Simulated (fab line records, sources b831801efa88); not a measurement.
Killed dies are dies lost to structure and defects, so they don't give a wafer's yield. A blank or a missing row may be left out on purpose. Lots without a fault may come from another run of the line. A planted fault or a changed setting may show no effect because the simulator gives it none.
Which tool did it? | flow sky130 | 15 lots, 45 wafers sampled, at 3 steps of a route of 708

WHAT THE GAUGES READ, wafer by wafer
SKY_SONOS_TUNNEL_OVL_MEAS_08.
lot  | measured     | on         | SONOS_TUNNEL_OVL (nm)
L237 | day 11 18:03 | overlay-02 | 0.0 -0.7 0.0
L238 | day 11 18:11 | overlay-01 | -0.6 -1.3 0.2
L241 | day 13 13:17 | overlay-02 | -2.8 -1.4 -3.9
L242 | day 13 15:10 | overlay-02 | 2.8 2.9 0.8
L243 | day 14 01:46 | overlay-01 | -1.5 -1.8 -2.2
L244 | day 14 04:09 | overlay-01 | 1.4 1.7 1.6
L246 | day 14 11:59 | overlay-01 | -3.1 -2.2 -1.9
L250 | day 15 22:48 | overlay-01 | -0.7 -0.2 -1.3
L251 | day 16 08:07 | overlay-02 | -1.8 -2.4 -3.0
L252 | day 16 15:23 | overlay-01 | 1.3 2.8 -0.2
L253 | day 17 01:38 | overlay-01 | 0.3 1.3 2.5
L254 | day 17 08:26 | overlay-02 | -1.7 -2.4 -0.9
L257 | day 18 11:40 | overlay-01 | 0.0 -0.3 -0.6
L258 | day 18 16:46 | overlay-02 | 0.2 0.1 -0.1
L259 | day 19 01:56 | overlay-01 | 1.7 -1.5 0.1

SKY_SONOS_ONO_OVL_MEAS_14.
lot  | measured     | on         | SONOS_ONO_OVL (nm)
L237 | day 13 00:30 | overlay-01 | 1.4 -1.0 -1.1
L238 | day 12 23:47 | overlay-01 | 1.4 -0.4 -0.9
L241 | day 14 21:04 | overlay-02 | 2.1 0.7 0.6
L242 | day 14 23:08 | overlay-01 | -1.2 -0.9 -1.0
L243 | day 15 09:29 | overlay-01 | -0.5 -2.3 -1.8
L244 | day 15 15:22 | overlay-02 | 0.9 -2.7 0.6
L246 | day 15 23:26 | overlay-01 | 0.2 -1.6 -2.5
L250 | day 17 08:09 | overlay-01 | -2.7 -1.5 -3.9
L251 | day 17 18:01 | overlay-01 | -2.0 -0.9 1.0
L252 | day 18 02:23 | overlay-02 | -0.3 0.2 0.4
L253 | day 18 13:16 | overlay-02 | 0.2 0.0 -0.9
L254 | day 18 23:35 | overlay-02 | -0.8 0.0 0.4
L257 | day 20 01:28 | overlay-02 | -0.9 0.0 0.2
L258 | day 20 08:07 | overlay-01 | -1.4 0.2 -2.4
L259 | day 20 13:17 | overlay-01 | 0.8 0.0 1.4

SKY_GATE_OXIDE_TW_MEAS_14.
lot  | measured     | on            | GATE_OXIDE_TW
L237 | day 14 06:02 | film_metro-02 | 224.2 224.6 224.4
L238 | day 14 06:20 | film_metro-04 | 224.0 225.6 225.9
L241 | day 16 03:31 | film_metro-04 | 225.6 225.5 225.9
L242 | day 16 05:25 | film_metro-03 | 223.6 223.0 223.1
L243 | day 16 16:35 | film_metro-03 | 222.9 223.6 220.9
L244 | day 16 20:59 | film_metro-03 | 222.8 222.6 222.2
L246 | day 17 05:46 | film_metro-04 | 225.5 225.6 224.6
L250 | day 18 16:07 | film_metro-04 | 223.8 226.2 225.4
L251 | day 19 02:12 | film_metro-04 | 224.5 225.3 223.9
L252 | day 19 12:18 | film_metro-04 | 224.9 223.9 224.1
L253 | day 19 22:08 | film_metro-03 | 223.8 223.2 222.4
L254 | day 20 07:53 | film_metro-03 | 221.0 222.6 221.1
L257 | day 21 09:34 | film_metro-02 | 222.8 223.2 223.2
L258 | day 21 16:08 | film_metro-02 | 222.7 221.5 223.6
L259 | day 21 22:17 | film_metro-04 | 225.2 225.2 225.0

WHICH TOOL RAN EACH LOT (tool, then ch and the chambers of the sampled wafers, then the start)
The record holds no process step before these readings.

WHAT THE TOOLS THEMSELVES READ (means of the sampled wafers that have a number; where no wafer has one, the mark that the record gives instead)
The record holds no such reading with a usual standard deviation.

THE ANSWER, worked out from the rows above alone
Rule: what is usual is taken from the lots themselves. Put in order of their means at a reading, lots are off if they are a third of the lots or fewer, leave a main group of 4 or more, and stand apart from it by a gap of 3 or more times the standard deviation of the main group's means; of several such gaps the widest counts. A main group whose means are all the same, to the digits that the tables above print for the reading, isn't used. A lot without any number at a reading at which 4 lots or more have one is off too. The other lots that the step has rows for count as sound. The gauges are gone through in route order, then the tools' own readings, and for those a lot's mean is taken as printed above. The first step at which some lot is off is used, and at that step the reading that is off furthest; a lot without a number counts as furthest.
No lot is off at any reading shown: from this, nothing can be told.

WHAT THE SIMULATOR HAD PUT IN
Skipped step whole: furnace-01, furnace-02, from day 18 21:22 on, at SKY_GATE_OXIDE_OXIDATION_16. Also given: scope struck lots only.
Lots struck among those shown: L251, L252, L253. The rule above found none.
